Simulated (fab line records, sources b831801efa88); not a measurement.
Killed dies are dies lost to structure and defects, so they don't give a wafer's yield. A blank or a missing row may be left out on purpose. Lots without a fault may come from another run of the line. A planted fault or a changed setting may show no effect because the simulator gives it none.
Which tool did it? | flow gf180mcu | 13 lots, 39 wafers sampled, at 4 steps of a route of 602

WHAT THE GAUGES READ, wafer by wafer
GF_CONTACT_RS_MEAS_25: measures by four-point-probe.
lot  | measured     | on            | CONTACT_W_RS (ohm/sq)
L424 | day 16 02:10 | film_metro-02 | 0.388 0.385 0.380
L426 | day 16 21:08 | film_metro-02 | 0.382 0.386 0.382
L427 | day 17 02:49 | film_metro-03 | 0.386 0.379 0.384
L428 | day 17 14:48 | film_metro-02 | 0.387 0.390 0.380
L429 | day 18 00:56 | film_metro-01 | 0.384 0.388 0.392
L436 | day 20 16:01 | film_metro-02 | 0.386 0.386 0.387
L439 | day 21 12:52 | film_metro-01 | 0.379 0.382 0.377
L438 | day 21 17:02 | film_metro-03 | 0.376 0.381 0.378
L441 | day 22 13:26 | film_metro-02 | 0.382 0.381 0.381
L442 | day 22 22:52 | film_metro-03 | 0.382 0.385 0.382
L445 | day 23 14:51 | film_metro-01 | 0.386 0.383 0.386
L447 | day 24 02:56 | film_metro-01 | 0.384 0.384 0.381
L446 | day 24 07:48 | film_metro-01 | 0.377 0.382 0.388

GF_V1_BOW_MEAS_05.
lot  | measured     | on            | V1_BOW (um)
L424 | day 17 02:02 | film_metro-02 | 76 84 84
L426 | day 17 22:34 | film_metro-01 | 87 79 78
L427 | day 18 04:57 | film_metro-04 | 73 72 75
L428 | day 18 17:17 | film_metro-01 | 91 86 85
L429 | day 19 03:10 | film_metro-02 | 83 77 78
L436 | day 21 17:50 | film_metro-02 | 69 68 68
L439 | day 22 13:40 | film_metro-04 | 84 93 76
L438 | day 22 18:53 | film_metro-02 | 72 85 78
L441 | day 23 14:11 | film_metro-04 | 79 67 80
L442 | day 23 22:43 | film_metro-02 | 81 82 80
L445 | day 24 15:02 | film_metro-04 | 76 82 72
L447 | day 25 02:50 | film_metro-02 | 82 79 69
L446 | day 25 06:32 | film_metro-01 | 79 71 90

WHICH TOOL RAN EACH LOT (tool, then ch and the chambers of the sampled wafers, then the start)
lot  | GF_M1_SPUTTER_02             | GF_M1_STRIP_17
L424 | pvd_sputter-04, day 16 02:44 | plasma_asher-03 ch 0,1, day 17 00:56
L426 | pvd_sputter-02, day 16 21:42 | plasma_asher-02 ch 0,1, day 17 21:26
L427 | pvd_sputter-04, day 17 03:26 | plasma_asher-02 ch 0,1, day 18 03:47
L428 | pvd_sputter-03, day 17 15:30 | plasma_asher-04 ch 0,1, day 18 16:09
L429 | pvd_sputter-03, day 18 01:31 | plasma_asher-03 ch 0,1, day 19 02:02
L436 | pvd_sputter-04, day 20 16:34 | plasma_asher-04 ch 0,1, day 21 16:40
L439 | pvd_sputter-04, day 21 13:28 | plasma_asher-02 ch 0,1, day 22 12:29
L438 | pvd_sputter-02, day 21 17:37 | plasma_asher-02 ch 0,1, day 22 17:44
L441 | pvd_sputter-04, day 22 14:03 | plasma_asher-04 ch 0,1, day 23 13:05
L442 | pvd_sputter-02, day 22 23:28 | plasma_asher-04 ch 1, day 23 21:36
L445 | pvd_sputter-03, day 23 15:28 | plasma_asher-03 ch 0, day 24 13:56
L447 | pvd_sputter-03, day 24 03:33 | plasma_asher-02 ch 0,1, day 25 01:38
L446 | pvd_sputter-02, day 24 08:25 | plasma_asher-04 ch 0,1, day 25 05:26
- GF_M1_SPUTTER_02: material AlCu, target thk 450 nm, time 23.9 s.
- GF_M1_STRIP_17: strips in O2/N2.

WHAT THE TOOLS THEMSELVES READ (means of the sampled wafers that have a number; where no wafer has one, the mark that the record gives instead)
GF_M1_SPUTTER_02.
lot  | tool           | throttle_valve_pct (%)
L424 | pvd_sputter-04 | 30.1
L426 | pvd_sputter-02 | 29.6
L427 | pvd_sputter-04 | 30.0
L428 | pvd_sputter-03 | 30.0
L429 | pvd_sputter-03 | 29.8
L436 | pvd_sputter-04 | 30.0
L439 | pvd_sputter-04 | 30.2
L438 | pvd_sputter-02 | 29.8
L441 | pvd_sputter-04 | 30.2
L442 | pvd_sputter-02 | 29.8
L445 | pvd_sputter-03 | 30.6
L447 | pvd_sputter-03 | 29.8
L446 | pvd_sputter-02 | 29.6

GF_M1_STRIP_17.
lot  | tool            | chamber_pressure_mTorr (mTorr) | drypump_motor_current_A (A) | heater_power_w (W) | oes_product_au (a.u.) | platen_temp_c (C) | strip_time_to_endpoint_s (s)
L424 | plasma_asher-03 | 1498.8                         | 6.1                         | 338                | 0.559                 | 249.77            | 7.91
L426 | plasma_asher-02 | 1498.9                         | 5.9                         | 338                | 0.549                 | 249.92            | 7.86
L427 | plasma_asher-02 | -                              | -                           | -                  | -                     | -                 | -
L428 | plasma_asher-04 | -                              | -                           | -                  | -                     | -                 | -
L429 | plasma_asher-03 | -                              | -                           | -                  | -                     | -                 | -
L436 | plasma_asher-04 | 1500.7                         | 5.4                         | 410                | 0.554                 | 249.99            | 7.84
L439 | plasma_asher-02 | 1499.9                         | 5.9                         | 338                | 0.557                 | 249.85            | 7.83
L438 | plasma_asher-02 | 1500.3                         | 5.9                         | 338                | 0.560                 | 250.06            | 7.90
L441 | plasma_asher-04 | 1499.3                         | 5.6                         | 394                | 0.558                 | 250.15            | 7.87
L442 | plasma_asher-04 | 1500.2                         | 5.7                         | 377                | 0.553                 | 250.03            | 7.81
L445 | plasma_asher-03 | 1500.0                         | 6.4                         | 356                | 0.550                 | 249.99            | 7.87
L447 | plasma_asher-02 | 1500.8                         | 5.9                         | 337                | 0.560                 | 249.97            | 7.87
L446 | plasma_asher-04 | 1500.3                         | 5.4                         | 407                | 0.555                 | 250.03            | 7.83

THE ANSWER, worked out from the rows above alone
Rule: what is usual is taken from the lots themselves. Put in order of their means at a reading, lots are off if they are a third of the lots or fewer, leave a main group of 4 or more, and stand apart from it by a gap of 3 or more times the standard deviation of the main group's means; of several such gaps the widest counts. A main group whose means are all the same, to the digits that the tables above print for the reading, isn't used. A lot without any number at a reading at which 4 lots or more have one is off too. The other lots that the step has rows for count as sound. The gauges are gone through in route order, then the tools' own readings, and for those a lot's mean is taken as printed above. The first step at which some lot is off is used, and at that step the reading that is off furthest; a lot without a number counts as furthest.
Off: L427, L428, L429, at GF_M1_STRIP_17 (chamber_pressure_mTorr). Without a number there: L427, L428, L429. The main group: mean 1499.9 mTorr, standard deviation 0.67.
A tool fits if, at that step or a process step before it, it ran every lot that is off, and no sound lot after the first of them. None of those tried fits.

WHAT THE SIMULATOR HAD PUT IN
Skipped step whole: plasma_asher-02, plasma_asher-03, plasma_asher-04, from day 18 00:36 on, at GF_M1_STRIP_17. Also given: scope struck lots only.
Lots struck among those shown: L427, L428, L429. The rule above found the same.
